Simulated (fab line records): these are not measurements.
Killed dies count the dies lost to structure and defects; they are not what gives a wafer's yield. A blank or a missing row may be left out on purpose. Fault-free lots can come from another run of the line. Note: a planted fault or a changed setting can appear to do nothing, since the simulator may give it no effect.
8D (eight disciplines) problem report, filled in by code | flow sky130 | the parts of the form that need people (team, actions taken, sign-off) are left out

== 1. PROBLEM STATEMENT ==
Wafers without a fault read 140.01, standard deviation 0.041; beam_energy_keV at SKY_NWELL_IMPLANT_24 reads a mean of 132.97 on 6 wafers belonging to 2 lots. So: -99 or more standard deviations from the usual mean.
The first sign was on wafer L521.1 at day 11 00:27, on implanter-01. Wafers with a number at this step in the record: 18, from 6 lots. By rule, "out" or "out of limits" means more than 4 standard deviations away from the usual mean. Any other wafer with a number is counted as sound.

== 2. WHAT IT IS, WHAT IT ISN'T ==
question                    | is                     | is not
which readings at this step | beam_energy_keV        | -
which lots                  | L521, L523             | L507, L512, L522, L524
which wafers of those lots  | all that have a number | -
read on which tools         | implanter-01           | implanter-02
when                        | from day 11 00:27      | up to then (6 sound wafers); but 6 sound wafers of L522, L524 came after

== 3. THE SUSPECTS, EACH WITH WHAT RULES IT OUT ==
Counting: a tool at any process step up to the reading remains a suspect when it ran all the lots that are out and ran no sound lot after the first of those.
- implanter-01 at SKY_NWELL_IMPLANT_24: kept. It processed each lot that is out, first L521 at day 11 00:27, and no sound lot thereafter; up to then, the last sound lot it processed was L512 at day 8 00:24. Its own beam_energy_keV readings are out on those wafers.
Remaining after the count: implanter-01 at SKY_NWELL_IMPLANT_24.

== 4. THE CAUSE (what the simulator had put in) ==
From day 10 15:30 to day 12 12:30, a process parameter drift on implanter-01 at SKY_NWELL_IMPLANT_24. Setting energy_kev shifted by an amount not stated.
After counting, this tool was the only one left.

== 5. THE CHAIN OF EFFECTS, in route order ==
One row per reading whose mean, taken over the struck wafers that have a number, lies over 3 standard deviations from the usual. Only readings for which the record gives a usual standard deviation are gone through. hours: the time from each lot's start at the first step in this table that gives one to its start at this step, as a median over the lots. sigmas: the change in usual standard deviations.
hours | step                 | reading         | usual  | on struck wafers | change | sigmas
0     | SKY_NWELL_IMPLANT_24 | beam_energy_keV | 140.01 | 132.97           | -7.04  | -99 or more
Process steps it contains:
- SKY_NWELL_IMPLANT_24

== 6. WHAT WOULD HAVE CAUGHT IT SOONER ==
First out-of-limits reading in this record: day 11 00:27, which is 9 hours after fault onset at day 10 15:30.
